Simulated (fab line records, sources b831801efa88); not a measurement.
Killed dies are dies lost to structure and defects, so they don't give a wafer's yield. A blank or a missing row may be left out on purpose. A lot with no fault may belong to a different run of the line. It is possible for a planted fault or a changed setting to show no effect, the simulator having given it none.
A struck lot beside a sound one    flow sky130    30 steps out of a route of 708
Sound: these wafers, L878.2, L878.3, L878.6. The struck wafers were L880.2, L880.5, L880.6. The cause comes at the end.
Each step with rows lists, per side, the tool, then ch with its chambers, then its first start. Under that, the readings that differ: sound wafers    struck wafers    difference of the means    sigmas: that difference in standard deviations of wafers without a fault.
alike: readings whose means differ by less than 2 such deviations, and words and numbers that are the same on both sides. not compared: withheld readings, readings that some wafer has no value for, bounds like >300 that may hide the same value, and numbers for which the record gives no deviation and whose values overlap.
Wherever a step has rows on one side only, a row that says differs or no value, or a row with sigmas, the two part there. Numbers that have no deviation but don't overlap get no sigmas and don't part them. Lack of a reading on every wafer of one side parts them only where that side has two or more wafers.

first, 5 steps without rows for these wafers: SKY_SONOS_ONO_COAT_08 (resist thk 1140 nm); SKY_SONOS_ONO_SOFTBAKE_09 (time 60 s); SKY_SONOS_ONO_EXPOSE_10 (exposes mask ONOM, target cd 410 nm); SKY_SONOS_ONO_PEB_11; SKY_SONOS_ONO_DEVELOP_12 (develop time 60 s).
SKY_SONOS_ONO_CD_MEAS_13 targets a cd of 410 nm.
  struck on cdSem-01, day 14 07:40; sound on cdSem-02, day 14 14:49
  alike: cdNm
SKY_SONOS_ONO_OVL_MEAS_14:
  struck on overlay-02, day 14 07:46; sound on overlay-01, day 14 14:55
  alike: SONOS_ONO_OVL
SKY_SONOS_ONO_ETCH_15: etches the open film in CHF3/O2, target depth 19.52 nm, time 7.8 s.
  sound on rieDiel-03 ch 0,2,3, day 14 14:57; struck on rieDiel-04 ch 1,2,3, day 14 07:48
  alike: biasW, drypumpMotorCurrentA, oesProductAu, rfFwdPowerW, throttleValvePct
  not compared: rfHoursCounterH
then, 1 step without rows for these wafers: SKY_SONOS_ONO_WET_ETCH_16 (etches SiO2 in dHF, target depth 14 nm, time 273.5 s).
SKY_SONOS_ONO_STRIP_17: strips in O2/N2.
  sound on plasmaAsher-03 ch 0,1, day 14 15:04; struck on plasmaAsher-01 ch 0,1, day 14 07:54
  alike: drypumpMotorCurrentA, oesProductAu, stripTimeToEndpointS
  not compared: rfHoursCounterH
then, 2 steps without rows for these wafers: SKY_SONOS_ONO_WET_ETCH_18 (etches Si3N4 in H3PO4, target depth 15 nm, time 172 s); SKY_GATE_OXIDE_CLEAN_00 (cleans in SC1/SC2, time 150 s).
SKY_GATE_OXIDE_OXIDATION_01: stabilise 600 s, purge 300 s, target thk 10.268 nm.
  sound on furnace-02 ch 0, day 14 15:22; struck on furnace-01 ch 0, day 14 10:44
  alike: zonePowerCentrePct
SKY_GATE_OXIDE_THK_MEAS_02:
  struck on filmMetro-03, day 14 12:23; sound on filmMetro-03, day 14 16:47
reading                           sound              struck             difference  sigmas
GATE_OXIDE_OXIDATION_00_THK (nm)  10.18 10.03 10.19  16.18 16.22 16.43  +6.14       +32
then, 7 steps without rows for these wafers: SKY_GATE_OXIDE_DEHYDRATE_03 (time 60 s); SKY_GATE_OXIDE_HMDS_04 (prime time 60 s); SKY_GATE_OXIDE_COAT_05 (resist thk 1140 nm); SKY_GATE_OXIDE_SOFTBAKE_06 (time 60 s); SKY_GATE_OXIDE_EXPOSE_07 (exposes mask LVOM, target cd 600 nm); SKY_GATE_OXIDE_PEB_08; SKY_GATE_OXIDE_DEVELOP_09 (develop time 60 s).
SKY_GATE_OXIDE_OVL_MEAS_10:
  struck on overlay-01, day 15 14:07; sound on overlay-01, day 15 20:49
  alike: GATE_OXIDE_OVL
then, 2 steps without rows for these wafers: SKY_GATE_OXIDE_IMPLANT_11; SKY_GATE_OXIDE_WET_ETCH_12 (etches SiO2 in dHF, target depth 16.8 nm, time 336 s).
SKY_GATE_OXIDE_STRIP_13: strips in O2/N2.
  sound on plasmaAsher-02 ch 1, day 15 21:05; struck on plasmaAsher-02 ch 0,1, day 15 14:23
reading                   sound              struck             difference  sigmas
stripTimeToEndpointS (s)  14.13 14.15 14.15  14.23 14.22 14.24  +0.09       +2
  alike: drypumpMotorCurrentA, oesProductAu
  not compared: rfHoursCounterH
SKY_GATE_OXIDE_TW_MEAS_14:
  struck on filmMetro-02, day 15 14:44; sound on filmMetro-02, day 15 21:12
  alike: GATE_OXIDE_TW
SKY_GATE_OXIDE_CLEAN_15: cleans in SC1/SC2, time 150 s.
  sound on wetBench-04 ch 0, day 15 21:15; struck on wetBench-01 ch 0, day 15 18:29
reading                                           sound             struck             difference  sigmas
model.SiO2_of_GATE_OXIDE_OXIDATION_01.thkNm (nm)  9.821 9.714 9.91  15.84 15.82 16.15  +6.12       
SKY_GATE_OXIDE_OXIDATION_16: stabilise 600 s, purge 300 s, target thk 3.57 nm.
  sound on furnace-01 ch 0, day 15 23:11; struck on furnace-01 ch 0, day 15 18:39
reading                                           sound              struck             difference  sigmas
model.SiO2_of_GATE_OXIDE_OXIDATION_01.thkNm (nm)  11.51 11.41 11.56  17.16 17.15 17.45  +5.76       
  alike: zonePowerCentrePct
then, 1 step without rows for these wafers: SKY_POLY_GATE_CVD_00 (deposits poly-Si, target thk 180 nm, time 720 s).
-- here the record skips 31 days between the struck wafers' starts before and after, leaving off in module POLY_GATE and picking up in module PAD_OPEN (first step shown: number 708 of the route) --
SKY_PAD_OPEN_PROBE_99:
  struck on prober-02, day 47 01:49; sound on prober-01, day 47 07:26
reading                              sound                          struck                         difference  sigmas
model.etest.nfet_16v.rOnOhmUm        1.396e+04 1.395e+04 1.402e+04  1.717e+04 1.721e+04 1.723e+04  +3.227e+03  
model.etest.tipSonos.rsOhmSq         2595 2619 2666                 5051 4857 5162                 +2397       
model.etest.pfet_16v.rOnOhmUm        1.492e+04 1.463e+04 1.5e+04    1.678e+04 1.678e+04 1.664e+04  +1.883e+03  
model.etest.pfetG5v0d10v5.rOnOhmUm   4778 4825 4779                 6216 6156 6204                 +1398       
model.etest.nfetG5v0d10v5.rOnOhmUm   1882 1910 1903                 2423 2416 2427                 +524        
model.etest.tipP.rsOhmSq             6800 6788 6824                 7059 7005 7040                 +231        
model.etest.nfetG5v0d10v5.driveUaUm  608.8 606.6 601.6              405.4 406.3 399.3              -202.0      
model.etest.nfet_05v0_nvt.driveUaUm  574.2 581.2 577                395.5 397.7 388.6              -183.5      
  alike: killed_at_M0_to_M3, killed_at_M4_up, killedAtContacts, killedAtFrontEnd, killedAtOther, killedDies, killedOnRim, killedOpen, killedShort

## WHERE THEY PART
First at SKY_GATE_OXIDE_THK_MEAS_02; last, within this record, at SKY_GATE_OXIDE_STRIP_13. Later steps at which nothing parts them and some readings are alike: SKY_GATE_OXIDE_TW_MEAS_14, SKY_GATE_OXIDE_OXIDATION_16, SKY_PAD_OPEN_PROBE_99.

WHY: the cause the simulator had injected
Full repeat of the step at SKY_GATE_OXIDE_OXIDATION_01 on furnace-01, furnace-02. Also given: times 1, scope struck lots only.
